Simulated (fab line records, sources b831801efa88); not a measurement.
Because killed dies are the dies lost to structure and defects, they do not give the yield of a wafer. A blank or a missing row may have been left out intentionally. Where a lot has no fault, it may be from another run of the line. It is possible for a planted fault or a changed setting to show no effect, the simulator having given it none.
A single fault, viewed from 2 desks / flow sky130 / numbers are kept per desk, each desk with only its own; the story behind them comes last

== FOR THE TOOL OWNER'S DESK: implanter-03 ==
The tool's own readings at SKY_SD_P_IMPLANT_09: means of the sampled wafers that have a number, for each lot that ran on this tool. Any lot whose mean is over 4 standard deviations away from the usual mean is out of limits and marked OUT; that distance is given in the brackets.
Columns: A = beam-on-s at SKY_SD_P_IMPLANT_09, usual 12.63 s; B = dose-ions-cm2 at SKY_SD_P_IMPLANT_09, usual 2.9999e+15
lot=L399; first seen here=day 28 06:37; A=12.67; B=3.0002e+15
lot=L400; first seen here=day 28 09:05; A=12.38; B=3.0003e+15
lot=L401; first seen here=day 28 18:19; A=12.31; B=3.0018e+15
lot=L412; first seen here=day 33 20:38; A=20.21 (+28) OUT; B=4.7776e+15 (+99 or more) OUT
lot=L407; first seen here=day 33 21:44; A=20.28 (+28) OUT; B=4.7782e+15 (+99 or more) OUT
This desk finds L407, L412 out of limits, L412 being first, at day 33 20:38 (beam-on-s at SKY_SD_P_IMPLANT_09). Within limits: L399, L400, L401.

== FROM THE METROLOGY DESK ==
What the gauges read, lot by lot, whatever tool the lot ran on: means of the sampled wafers that have a number. Any lot whose mean is over 4 standard deviations away from the usual mean is out of limits and marked OUT; that distance is given in the brackets.
Columns: A = LDD_HVP_OVL at SKY_LDD_HVP_OVL_MEAS_07, usual 0.4 nm; B = LDD_HVP_TW at SKY_LDD_HVP_TW_MEAS_10, usual 456; C = cd-nm at SKY_POLY_CUT_CD_MEAS_08, usual 269.8 nm; D = SD_P_TW at SKY_SD_P_TW_MEAS_11, usual 2820; E = SD_P_RS at SKY_SD_N_RS_MEAS_17, usual 147.1 ohm/sq
lot=L394; first seen here=day 22 11:26; A=-1.3; B=457; C=268.3; D=2786; E=147.8
lot=L393; first seen here=day 22 11:35; A=-1.7; B=459; C=269.7; D=2834; E=147.2
lot=L396; first seen here=day 22 18:05; A=-0.9; B=458; C=268.9; D=2847; E=147.0
lot=L399; first seen here=day 24 10:38; A=1.4; B=458; C=270.3; D=2805; E=146.6
lot=L400; first seen here=day 24 11:05; A=0.1; B=460; C=271.3; D=2802; E=146.4
lot=L401; first seen here=day 25 02:54; A=0.4; B=447; C=271.2; D=2863; E=146.6
lot=L403; first seen here=day 30 04:32; A=0.7; B=455; C=270.8; D=2788; E=147.4
lot=L410; first seen here=day 30 05:53; A=0.1; B=459; C=271.3; D=2821; E=147.3
lot=L412; first seen here=day 30 07:29; A=-0.5; B=455; C=270.4; D=3051 (+8.5) OUT; E=140.5 (-18) OUT
lot=L407; first seen here=day 30 08:56; A=-0.5; B=459; C=269.5; D=3056 (+8.7) OUT; E=140.7 (-17) OUT
lot=L414; first seen here=day 30 10:11; A=0.1; B=458; C=269.4; D=2844; E=146.9
This desk finds L407, L412 out of limits, with the earliest case on L412 at day 33 20:53 (SD_P_TW at SKY_SD_P_TW_MEAS_11). Within limits: L394, L393, L396, L399, L400, L401, L403, L410, L414.

== PUT TOGETHER ==
On L407, L412, at day 33 20:38, an alarm was possible from the tool owner's desk.
On L407, L412, the metrology desk was in a position to raise an alarm at day 33 20:53.
On implanter-03, each named lot ran SKY_SD_P_IMPLANT_09.

== WHAT WAS PUT IN BY THE SIMULATOR ==
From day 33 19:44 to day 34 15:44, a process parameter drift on implanter-03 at SKY_SD_P_IMPLANT_09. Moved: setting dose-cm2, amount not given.
Lots struck among those shown: L407, L412.
Hours from the fault's start to each desk's first reading out of limits: the tool owner's desk, 1; the metrology desk, 1.
